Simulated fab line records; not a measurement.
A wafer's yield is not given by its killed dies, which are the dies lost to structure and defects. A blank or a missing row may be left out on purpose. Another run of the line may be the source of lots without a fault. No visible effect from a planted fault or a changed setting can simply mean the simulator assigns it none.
Chamber matching	flow sky130	4 sister chambers for SKY_VIA4_ETCH_12 on rie_diel-02
The step etches SiO2 in C4F8/O2/Ar, stops on TiN, target depth 580 nm. 8 wafers are shown with their chamber, then 8 later ones without.

WAFERS, EACH WITH ITS CHAMBER
wafer	chamber	oes_product_au (a.u.)
L872.6	3	0.918
L875.1	1	0.925
L875.3	0	0.924
L875.5	3	0.922
L881.3	2	0.925
L881.5	0	0.923
L881.6	1	0.924
L887.1	2	0.926

WAFERS MISSING THEIR CHAMBER
wafer	oes_product_au (a.u.)
L887.3	0.920
L887.5	0.923
L889.2	0.921
L889.3	0.928
L889.4	0.918
L890.1	0.918
L890.3	0.924
L890.4	0.924

CHAMBER TAKEN BY EACH
wafer	from the rows above	in truth
L887.3	3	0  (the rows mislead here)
L887.5	can't be placed: 0 or 1 or 2 or 3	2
L889.2	can't be placed: 3 or 0 or 1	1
L889.3	can't be placed: 2 or 1 or 0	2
L889.4	3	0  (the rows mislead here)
L890.1	3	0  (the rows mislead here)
L890.3	can't be placed: 0 or 1 or 2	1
L890.4	can't be placed: 0 or 1 or 2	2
Placed correctly: 0 of 8. Cannot be placed on the basis of these rows: 5; the candidates contain the true chamber in 5. Placed wrongly: 3.
How it was worked out, from the rows above alone: a wafer's distance from a chamber is the root of the sum, over the readings, of the square of ((its reading less the chamber's mean) divided by the reading's scatter). The wafer belongs to the nearest chamber; if the next one is less than 2 further off, it can't be placed. Each chamber's mean is taken over the wafers shown for it. The scatter is the square root of a quotient: the sum, over the shown wafers, of each reading's squared deviation from its chamber's mean, divided by wafers minus chambers.
